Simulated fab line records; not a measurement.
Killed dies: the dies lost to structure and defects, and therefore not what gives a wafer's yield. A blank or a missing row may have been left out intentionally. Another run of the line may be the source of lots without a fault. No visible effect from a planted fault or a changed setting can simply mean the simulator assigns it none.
fab line records / flow sky130 / part 2 of 2: steps 26 to 34 of 34
record lots=5 wafers=15 lastDay=49
route steps=708 shown VIA1@475 METAL2@483 VIA2@507
lots with no fault: from the same line, run without faults
startH: the number of hours between the record's first day and the start of the first shown wafer of the lot / waitH: time in hours since the lot's previous step / " unchanged from the row above / L1.1+2: several wafers, shown together as one row / - no value, or no start given / * or withheld: withheld / < > ~ a bound
route shown NAME@n: a module of which the file shows steps, and the number in the route of the first / usual: average and standard deviation across the fault-free wafers / same: alike in all rows / chamber/n: place in a boat / sites: readings site by site / _std_site: standard deviation of those values / _edge_site: outer sites' mean less inner sites' / radiusMm: for every site, how far away it sits from the centre of the wafer / mask NAME#n: copy n / behind: the last tool/chamber to shape the wafer / hold: what put the lot on hold/how long, in hours/how the hold closed / device: names the non-switching transistor (n, p or np) / end of line: at the end of the route, the tests of the same wafers / step lacking rows: just its recipe / killed: not the wafer's yield, but the dies lost to structure and defects at the first sort / map: dies across one wafer; x = killed, . = not, _ = none there
set.NAME: the setting as run; set.NAME@STEP: as run at that earlier step / model.NAME: the simulator's own value behind a step, which no gauge read
lots at some steps of the route; a table a step, a row a wafer
services: the hour from which a tool's chamber was out of use, counted from the record's first day as startH (under 0 if before that day), plus the number of hours and why
## steps
# step SKY_METAL2_DESCUM_17
# recipe chemistry=O2 sourcePowerW=150 biasPowerW=0 pressureMtorr=10 tempC=40 timeS=8
# usual drypumpMotorCurrentA=5.5/0.53 oesProductAu=1.004/0.0084
# same biasPowerW=0
lot.wafer=L075.1 tool=rieMetal-02 chamber=0 startH=832.60 waitH=0.0 drypumpMotorCurrentA=5.0 oesProductAu=1.011 rfHoursCounterH=7
lot.wafer=L075.2 tool=rieMetal-02 chamber=1 startH=832.60 waitH=0.0 drypumpMotorCurrentA=6.1 oesProductAu=1.012 rfHoursCounterH=5
lot.wafer=L075.3 tool=rieMetal-02 chamber=0 startH=832.60 waitH=0.0 drypumpMotorCurrentA=5.0 oesProductAu=1.004 rfHoursCounterH=-
lot.wafer=L082.1 tool=rieMetal-04 chamber=0 startH=882.90 waitH=0.0 drypumpMotorCurrentA=5.8 oesProductAu=0.995 rfHoursCounterH=19
lot.wafer=L082.2 tool=rieMetal-04 chamber=1 startH=882.90 waitH=0.0 drypumpMotorCurrentA=6.0 oesProductAu=1.001 rfHoursCounterH=9
lot.wafer=L082.5 tool=rieMetal-04 chamber=1 startH=882.90 waitH=0.0 drypumpMotorCurrentA=6.0 oesProductAu=1.011 rfHoursCounterH=-
lot.wafer=L083.3 tool=rieMetal-04 chamber=0 startH=889.89 waitH=0.0 drypumpMotorCurrentA=5.9 oesProductAu=1.008 rfHoursCounterH=-
lot.wafer=L083.4 tool=rieMetal-04 chamber=1 startH=889.89 waitH=0.0 drypumpMotorCurrentA=6.0 oesProductAu=1.005 rfHoursCounterH=-
lot.wafer=L083.5 tool=rieMetal-04 chamber=1 startH=889.89 waitH=0.0 drypumpMotorCurrentA=6.0 oesProductAu=1.003 rfHoursCounterH=-
lot.wafer=L089.2 tool=rieMetal-04 chamber=0 startH=948.10 waitH=0.0 drypumpMotorCurrentA=5.9 oesProductAu=0.999 rfHoursCounterH=1
lot.wafer=L089.3 tool=rieMetal-04 chamber=1 startH=948.10 waitH=0.0 drypumpMotorCurrentA=6.0 oesProductAu=1.013 rfHoursCounterH=-
lot.wafer=L089.6 tool=rieMetal-04 chamber=1 startH=948.10 waitH=0.0 drypumpMotorCurrentA=6.0 oesProductAu=1.004 rfHoursCounterH=-
lot.wafer=L092.2 tool=rieMetal-03 chamber=1 startH=957.33 waitH=0.0 drypumpMotorCurrentA=4.7 oesProductAu=1.003 rfHoursCounterH=9
lot.wafer=L092.4 tool=rieMetal-03 chamber=0 startH=957.33 waitH=0.0 drypumpMotorCurrentA=5.6 oesProductAu=1.014 rfHoursCounterH=-
lot.wafer=L092.6 tool=rieMetal-03 chamber=1 startH=957.33 waitH=0.0 drypumpMotorCurrentA=4.7 oesProductAu=1.004 rfHoursCounterH=-
# step SKY_METAL2_ETCH_18
# recipe chemistry=N2/H2 target=BARC ionEnergyEv=200 biasW=100 pressureMtorr=30 n2FlowSccm=100 h2FlowSccm=200 icpW=500 stopOn=SiO2 timeS=45.9 targetDepthA=600
# usual drypumpMotorCurrentA=5.5/0.53 n2FlowSccm=99.99/0.29 oesProductAu=0.854/0.0046 throttleValvePct=13.225/0.0091
lot.wafer=L075.1 tool=rieMetal-02 chamber=0 startH=832.63 waitH=0.0 drypumpMotorCurrentA=5.0 n2FlowSccm=99.85 oesProductAu=0.850 rfHoursCounterH=7 throttleValvePct=13.232
lot.wafer=L075.2 tool=rieMetal-02 chamber=1 startH=832.63 waitH=0.0 drypumpMotorCurrentA=6.1 n2FlowSccm=99.89 oesProductAu=0.862 rfHoursCounterH=5 throttleValvePct=13.224
lot.wafer=L075.3 tool=rieMetal-02 chamber=0 startH=832.63 waitH=0.0 drypumpMotorCurrentA=5.0 n2FlowSccm=99.77 oesProductAu=0.852 rfHoursCounterH=- throttleValvePct=13.244
lot.wafer=L082.1 tool=rieMetal-04 chamber=0 startH=882.93 waitH=0.0 drypumpMotorCurrentA=5.9 n2FlowSccm=100.06 oesProductAu=0.853 rfHoursCounterH=19 throttleValvePct=13.221
lot.wafer=L082.2 tool=rieMetal-04 chamber=1 startH=882.93 waitH=0.0 drypumpMotorCurrentA=6.0 n2FlowSccm=99.82 oesProductAu=0.855 rfHoursCounterH=9 throttleValvePct=13.235
lot.wafer=L082.5 tool=rieMetal-04 chamber=1 startH=882.93 waitH=0.0 drypumpMotorCurrentA=6.0 n2FlowSccm=100.19 oesProductAu=0.847 rfHoursCounterH=- throttleValvePct=13.208
lot.wafer=L083.3 tool=rieMetal-04 chamber=0 startH=889.93 waitH=0.0 drypumpMotorCurrentA=5.9 n2FlowSccm=100.04 oesProductAu=0.853 rfHoursCounterH=- throttleValvePct=13.213
lot.wafer=L083.4 tool=rieMetal-04 chamber=1 startH=889.93 waitH=0.0 drypumpMotorCurrentA=6.0 n2FlowSccm=100.54 oesProductAu=0.854 rfHoursCounterH=- throttleValvePct=13.205
lot.wafer=L083.5 tool=rieMetal-04 chamber=1 startH=889.93 waitH=0.0 drypumpMotorCurrentA=6.0 n2FlowSccm=100.72 oesProductAu=0.845 rfHoursCounterH=- throttleValvePct=13.223
lot.wafer=L089.2 tool=rieMetal-04 chamber=0 startH=948.13 waitH=0.0 drypumpMotorCurrentA=5.9 n2FlowSccm=100.11 oesProductAu=0.852 rfHoursCounterH=1 throttleValvePct=13.231
lot.wafer=L089.3 tool=rieMetal-04 chamber=1 startH=948.13 waitH=0.0 drypumpMotorCurrentA=6.0 n2FlowSccm=99.50 oesProductAu=0.856 rfHoursCounterH=- throttleValvePct=13.234
lot.wafer=L089.6 tool=rieMetal-04 chamber=1 startH=948.13 waitH=0.0 drypumpMotorCurrentA=6.0 n2FlowSccm=99.63 oesProductAu=0.857 rfHoursCounterH=- throttleValvePct=13.230
lot.wafer=L092.2 tool=rieMetal-03 chamber=1 startH=957.36 waitH=0.0 drypumpMotorCurrentA=4.7 n2FlowSccm=99.92 oesProductAu=0.858 rfHoursCounterH=9 throttleValvePct=13.218
lot.wafer=L092.4 tool=rieMetal-03 chamber=0 startH=957.36 waitH=0.0 drypumpMotorCurrentA=5.6 n2FlowSccm=99.97 oesProductAu=0.850 rfHoursCounterH=- throttleValvePct=13.218
lot.wafer=L092.6 tool=rieMetal-03 chamber=1 startH=957.36 waitH=0.0 drypumpMotorCurrentA=4.7 n2FlowSccm=99.77 oesProductAu=0.852 rfHoursCounterH=- throttleValvePct=13.218
# step SKY_METAL2_METAL_ETCH_19
# recipe targetDepthA=3600 stopOn=SiO2 overEtchFrac=0.3 timeS=78 chemistry=Cl2/BCl3 resistSidewallDeg=88 pressureMtorr=10 icpW=900 biasW=48.5 Cl2_flow_sccm=60 bcl3FlowSccm=30
# usual bcl3FlowSccm=30.01/0.092 drypumpMotorCurrentA=5.5/0.53 oesProductAu=0.853/0.0057 throttleValvePct=22.263/0.0095
lot.wafer=L075.1 tool=rieMetal-02 chamber=0 startH=832.69 waitH=0.0 bcl3FlowSccm=30.14 drypumpMotorCurrentA=5.0 oesProductAu=0.854 rfHoursCounterH=7 throttleValvePct=22.263
lot.wafer=L075.2 tool=rieMetal-02 chamber=1 startH=832.69 waitH=0.0 bcl3FlowSccm=29.88 drypumpMotorCurrentA=6.1 oesProductAu=0.857 rfHoursCounterH=5 throttleValvePct=22.263
lot.wafer=L075.3 tool=rieMetal-02 chamber=0 startH=832.69 waitH=0.0 bcl3FlowSccm=30.08 drypumpMotorCurrentA=5.0 oesProductAu=0.843 rfHoursCounterH=- throttleValvePct=22.268
lot.wafer=L082.1 tool=rieMetal-04 chamber=0 startH=882.99 waitH=0.0 bcl3FlowSccm=29.97 drypumpMotorCurrentA=5.9 oesProductAu=0.861 rfHoursCounterH=19 throttleValvePct=22.268
lot.wafer=L082.2 tool=rieMetal-04 chamber=1 startH=882.99 waitH=0.0 bcl3FlowSccm=30.06 drypumpMotorCurrentA=6.0 oesProductAu=0.858 rfHoursCounterH=9 throttleValvePct=22.275
lot.wafer=L082.5 tool=rieMetal-04 chamber=1 startH=882.99 waitH=0.0 bcl3FlowSccm=30.09 drypumpMotorCurrentA=6.0 oesProductAu=0.855 rfHoursCounterH=- throttleValvePct=22.265
lot.wafer=L083.3 tool=rieMetal-04 chamber=0 startH=890.00 waitH=0.1 bcl3FlowSccm=30.03 drypumpMotorCurrentA=5.8 oesProductAu=0.856 rfHoursCounterH=- throttleValvePct=22.276
lot.wafer=L083.4 tool=rieMetal-04 chamber=1 startH=890.00 waitH=0.1 bcl3FlowSccm=30.02 drypumpMotorCurrentA=6.0 oesProductAu=0.853 rfHoursCounterH=- throttleValvePct=22.253
lot.wafer=L083.5 tool=rieMetal-04 chamber=1 startH=890.00 waitH=0.1 bcl3FlowSccm=30.14 drypumpMotorCurrentA=6.0 oesProductAu=0.854 rfHoursCounterH=- throttleValvePct=22.265
lot.wafer=L089.2 tool=rieMetal-04 chamber=0 startH=948.19 waitH=0.0 bcl3FlowSccm=30.04 drypumpMotorCurrentA=5.9 oesProductAu=0.847 rfHoursCounterH=1 throttleValvePct=22.266
lot.wafer=L089.3 tool=rieMetal-04 chamber=1 startH=948.19 waitH=0.0 bcl3FlowSccm=30.06 drypumpMotorCurrentA=6.0 oesProductAu=0.853 rfHoursCounterH=- throttleValvePct=22.269
lot.wafer=L089.6 tool=rieMetal-04 chamber=1 startH=948.19 waitH=0.0 bcl3FlowSccm=29.95 drypumpMotorCurrentA=6.0 oesProductAu=0.861 rfHoursCounterH=- throttleValvePct=22.273
lot.wafer=L092.2 tool=rieMetal-03 chamber=1 startH=957.42 waitH=0.0 bcl3FlowSccm=30.01 drypumpMotorCurrentA=4.7 oesProductAu=0.869 rfHoursCounterH=9 throttleValvePct=22.267
lot.wafer=L092.4 tool=rieMetal-03 chamber=0 startH=957.42 waitH=0.0 bcl3FlowSccm=29.94 drypumpMotorCurrentA=5.6 oesProductAu=0.861 rfHoursCounterH=- throttleValvePct=22.246
lot.wafer=L092.6 tool=rieMetal-03 chamber=1 startH=957.42 waitH=0.0 bcl3FlowSccm=30.04 drypumpMotorCurrentA=4.7 oesProductAu=0.862 rfHoursCounterH=- throttleValvePct=22.264
# step SKY_METAL2_STRIP_20
# recipe chemistry=O2/N2 powerW=1400 pressureMtorr=1500 platenTempC=withheld o2FlowSccm=3000 n2FlowSccm=300 overashFraction=0.5
# usual drypumpMotorCurrentA=5.7/0.49 n2FlowSccm=300.0/0.94 oesProductAu=0.342/0.0048 stripTimeToEndpointS=2.67/0.034
lot.wafer=L075.1 tool=plasmaAsher-01 chamber=1 startH=832.78 waitH=0.1 drypumpMotorCurrentA=4.8 n2FlowSccm=299.9 oesProductAu=0.345 rfHoursCounterH=8 stripTimeToEndpointS=2.66
lot.wafer=L075.2 tool=plasmaAsher-01 chamber=0 startH=832.78 waitH=0.1 drypumpMotorCurrentA=6.3 n2FlowSccm=300.5 oesProductAu=0.340 rfHoursCounterH=8 stripTimeToEndpointS=2.71
lot.wafer=L075.3 tool=plasmaAsher-01 chamber=1 startH=832.78 waitH=0.1 drypumpMotorCurrentA=4.8 n2FlowSccm=298.4 oesProductAu=0.342 rfHoursCounterH=- stripTimeToEndpointS=2.63
lot.wafer=L082.1 tool=plasmaAsher-03 chamber=1 startH=883.08 waitH=0.1 drypumpMotorCurrentA=5.3 n2FlowSccm=300.2 oesProductAu=0.348 rfHoursCounterH=73 stripTimeToEndpointS=2.71
lot.wafer=L082.2 tool=plasmaAsher-03 chamber=0 startH=883.08 waitH=0.1 drypumpMotorCurrentA=6.2 n2FlowSccm=299.5 oesProductAu=0.344 rfHoursCounterH=73 stripTimeToEndpointS=2.70
lot.wafer=L082.5 tool=plasmaAsher-03 chamber=1 startH=883.08 waitH=0.1 drypumpMotorCurrentA=5.4 n2FlowSccm=301.2 oesProductAu=0.339 rfHoursCounterH=- stripTimeToEndpointS=2.66
lot.wafer=L083.3 tool=plasmaAsher-03 chamber=0 startH=890.10 waitH=0.1 drypumpMotorCurrentA=6.3 n2FlowSccm=299.3 oesProductAu=0.339 rfHoursCounterH=- stripTimeToEndpointS=2.67
lot.wafer=L083.4 tool=plasmaAsher-03 chamber=1 startH=890.10 waitH=0.1 drypumpMotorCurrentA=5.4 n2FlowSccm=297.9 oesProductAu=0.345 rfHoursCounterH=- stripTimeToEndpointS=2.67
lot.wafer=L083.5 tool=plasmaAsher-03 chamber=0 startH=890.10 waitH=0.1 drypumpMotorCurrentA=6.2 n2FlowSccm=299.7 oesProductAu=0.352 rfHoursCounterH=- stripTimeToEndpointS=2.70
lot.wafer=L089.2 tool=plasmaAsher-04 chamber=0 startH=948.28 waitH=0.1 drypumpMotorCurrentA=6.0 n2FlowSccm=298.5 oesProductAu=0.347 rfHoursCounterH=52 stripTimeToEndpointS=2.71
lot.wafer=L089.3 tool=plasmaAsher-04 chamber=1 startH=948.28 waitH=0.1 drypumpMotorCurrentA=5.3 n2FlowSccm=302.5 oesProductAu=0.340 rfHoursCounterH=- stripTimeToEndpointS=2.63
lot.wafer=L089.6 tool=plasmaAsher-04 chamber=1 startH=948.28 waitH=0.1 drypumpMotorCurrentA=5.3 n2FlowSccm=302.2 oesProductAu=0.343 rfHoursCounterH=- stripTimeToEndpointS=2.67
lot.wafer=L092.2 tool=plasmaAsher-04 chamber=1 startH=957.51 waitH=0.1 drypumpMotorCurrentA=5.4 n2FlowSccm=298.9 oesProductAu=0.348 rfHoursCounterH=53 stripTimeToEndpointS=2.67
lot.wafer=L092.4 tool=plasmaAsher-04 chamber=1 startH=957.51 waitH=0.1 drypumpMotorCurrentA=5.4 n2FlowSccm=300.7 oesProductAu=0.347 rfHoursCounterH=- stripTimeToEndpointS=2.63
lot.wafer=L092.6 tool=plasmaAsher-04 chamber=1 startH=957.51 waitH=0.1 drypumpMotorCurrentA=5.4 n2FlowSccm=300.2 oesProductAu=0.347 rfHoursCounterH=- stripTimeToEndpointS=2.65
# step SKY_METAL2_STRIP_21
# recipe chemistry=postEtchResidueRemover timeS=1200 tempC=72.5
lot.wafer=L075.1+2+3 tool=wetBench-03 chamber=1 startH=832.88 waitH=0.1
lot.wafer=L082.1+2+5 tool=wetBench-03 chamber=0 startH=883.18 waitH=0.1
lot.wafer=L083.3+4+5 tool=wetBench-01 chamber=2 startH=890.16 waitH=0.0
lot.wafer=L089.2+3+6 tool=wetBench-02 chamber=0 startH=948.38 waitH=0.1
lot.wafer=L092.2+4+6 tool=wetBench-01 chamber=0 startH=957.61 waitH=0.1
# step SKY_METAL2_CLEAN_22
# recipe chemistry=IPA timeS=180 tempC=25
lot.wafer=L075.1+2+3 tool=wetBench-01 chamber=0 startH=833.26 waitH=0.0
lot.wafer=L082.1+2+5 tool=wetBench-01 chamber=2 startH=883.52 waitH=0.0
lot.wafer=L083.3+4+5 tool=wetBench-01 chamber=1 startH=890.50 waitH=0.0
lot.wafer=L089.2+3+6 tool=wetBench-03 chamber=3 startH=948.76 waitH=0.0
lot.wafer=L092.2+4+6 tool=wetBench-03 chamber=1 startH=957.95 waitH=0.0
# step SKY_METAL2_CLEAN_23
# recipe chemistry=O3/DIW dry=n2Spin
lot.wafer=L075.1+2+3 tool=wetBench-02 chamber=2 startH=833.32 waitH=0.0
lot.wafer=L082.1+2+5 tool=wetBench-03 chamber=2 startH=883.58 waitH=0.0
lot.wafer=L083.3+4+5 tool=wetBench-03 chamber=0 startH=890.56 waitH=0.0
lot.wafer=L089.2+3+6 tool=wetBench-01 chamber=0 startH=948.81 waitH=0.0
lot.wafer=L092.2+4+6 tool=wetBench-02 chamber=2 startH=958.02 waitH=0.0
# step SKY_VIA2_HDPCVD_00
# recipe material=SiO2 targetThkNm=1180 sigmaOpenFrac=0.3 timeS=196.7 tempC=400 sih4FlowSccm=60 pressureMtorr=6
# usual susceptorTempC=399.97/0.21
lot.wafer=L075.1 tool=hdpcvd-01 chamber=0 startH=833.41 waitH=0.0 susceptorTempC=400.26
lot.wafer=L075.2 tool=hdpcvd-01 chamber=1 startH=833.41 waitH=0.0 susceptorTempC=400.16
lot.wafer=L075.3 tool=hdpcvd-01 chamber=2 startH=833.41 waitH=0.0 susceptorTempC=399.99
lot.wafer=L082.1 tool=hdpcvd-01 chamber=1 startH=883.67 waitH=0.0 susceptorTempC=400.19
lot.wafer=L082.2 tool=hdpcvd-01 chamber=0 startH=883.67 waitH=0.0 susceptorTempC=399.84
lot.wafer=L082.5 tool=hdpcvd-01 chamber=2 startH=883.67 waitH=0.0 susceptorTempC=400.23
lot.wafer=L083.3 tool=hdpcvd-01 chamber=1 startH=890.65 waitH=0.0 susceptorTempC=400.57
lot.wafer=L083.4 tool=hdpcvd-01 chamber=1 startH=890.65 waitH=0.0 susceptorTempC=400.24
lot.wafer=L083.5 tool=hdpcvd-01 chamber=2 startH=890.65 waitH=0.0 susceptorTempC=399.71
lot.wafer=L089.2 tool=hdpcvd-02 chamber=1 startH=948.91 waitH=0.0 susceptorTempC=399.98
lot.wafer=L089.3 tool=hdpcvd-02 chamber=2 startH=948.91 waitH=0.0 susceptorTempC=399.79
lot.wafer=L089.6 tool=hdpcvd-02 chamber=0 startH=948.91 waitH=0.0 susceptorTempC=399.85
lot.wafer=L092.2 tool=hdpcvd-01 chamber=2 startH=958.11 waitH=0.0 susceptorTempC=400.33
lot.wafer=L092.4 tool=hdpcvd-01 chamber=2 startH=958.11 waitH=0.0 susceptorTempC=399.88
lot.wafer=L092.6 tool=hdpcvd-01 chamber=1 startH=958.11 waitH=0.0 susceptorTempC=399.92
# step SKY_VIA2_THK_MEAS_01
# recipe reads=SiO2_of_VIA2_HDPCVD_00
# usual VIA2_HDPCVD_THK=1176/13
lot.wafer=L075.1 tool=filmMetro-01 chamber=- startH=833.54 waitH=0.1 VIA2_HDPCVD_THK[nm]=1162
lot.wafer=L075.2 tool=filmMetro-01 chamber=- startH=833.54 waitH=0.1 VIA2_HDPCVD_THK[nm]=1182
lot.wafer=L075.3 tool=filmMetro-01 chamber=- startH=833.54 waitH=0.1 VIA2_HDPCVD_THK[nm]=1182
lot.wafer=L082.1 tool=filmMetro-01 chamber=- startH=883.80 waitH=0.1 VIA2_HDPCVD_THK[nm]=1183
lot.wafer=L082.2 tool=filmMetro-01 chamber=- startH=883.80 waitH=0.1 VIA2_HDPCVD_THK[nm]=1166
lot.wafer=L082.5 tool=filmMetro-01 chamber=- startH=883.80 waitH=0.1 VIA2_HDPCVD_THK[nm]=1175
lot.wafer=L083.3 tool=filmMetro-03 chamber=- startH=890.80 waitH=0.1 VIA2_HDPCVD_THK[nm]=1164
lot.wafer=L083.4 tool=filmMetro-03 chamber=- startH=890.80 waitH=0.1 VIA2_HDPCVD_THK[nm]=1158
lot.wafer=L083.5 tool=filmMetro-03 chamber=- startH=890.80 waitH=0.1 VIA2_HDPCVD_THK[nm]=1168
lot.wafer=L089.2 tool=filmMetro-04 chamber=- startH=949.04 waitH=0.1 VIA2_HDPCVD_THK[nm]=1198
lot.wafer=L089.3 tool=filmMetro-04 chamber=- startH=949.04 waitH=0.1 VIA2_HDPCVD_THK[nm]=1184
lot.wafer=L089.6 tool=filmMetro-04 chamber=- startH=949.04 waitH=0.1 VIA2_HDPCVD_THK[nm]=1180
lot.wafer=L092.2 tool=filmMetro-01 chamber=- startH=958.25 waitH=0.1 VIA2_HDPCVD_THK[nm]=1192
lot.wafer=L092.4 tool=filmMetro-01 chamber=- startH=958.25 waitH=0.1 VIA2_HDPCVD_THK[nm]=1189
lot.wafer=L092.6 tool=filmMetro-01 chamber=- startH=958.25 waitH=0.1 VIA2_HDPCVD_THK[nm]=1183
## services
tool=krfScanner-01 chamber=- startH=785.59 hours=0.8 kind=pm
tool=cmp-01 chamber=- startH=787.13 hours=6.0 kind=repair
tool=rieMetal-04 chamber=0 startH=790.04 hours=15.7 kind=repair
tool=wetBench-02 chamber=- startH=795.28 hours=1.1 kind=repair
tool=rieMetal-03 chamber=- startH=800.02 hours=28.1 kind=pm
tool=rieMetal-02 chamber=- startH=802.54 hours=0.6 kind=repair
tool=pvdSputter-01 chamber=- startH=805.42 hours=8.1 kind=repair
tool=pvdSputter-01 chamber=- startH=806.62 hours=2.3 kind=repair
tool=krfScanner-01 chamber=- startH=811.46 hours=1.3 kind=pm
tool=krfScanner-01 chamber=- startH=817.22 hours=6.1 kind=repair
tool=hdpcvd-01 chamber=- startH=819.55 hours=5.5 kind=pm
tool=pvdSputter-04 chamber=- startH=838.53 hours=7.8 kind=repair
tool=pvdSputter-03 chamber=- startH=854.45 hours=6.5 kind=repair
tool=wetBench-02 chamber=- startH=871.71 hours=1.5 kind=repair
tool=cmp-01 chamber=- startH=874.33 hours=4.6 kind=pm
tool=krfScanner-01 chamber=- startH=874.51 hours=1.0 kind=pm
tool=rieMetal-04 chamber=1 startH=896.64 hours=3.8 kind=repair
tool=hdpcvd-01 chamber=1 startH=903.36 hours=6.3 kind=repair
tool=cmp-01 chamber=- startH=912.28 hours=4.0 kind=pm
tool=cmp-01 chamber=- startH=917.64 hours=2.4 kind=repair
tool=cmp-01 chamber=- startH=920.45 hours=1.3 kind=repair
tool=cmp-01 chamber=- startH=932.30 hours=0.8 kind=repair
tool=cmp-01 chamber=- startH=949.94 hours=2.2 kind=repair
tool=pvdSputter-01 chamber=- startH=950.32 hours=3.3 kind=repair
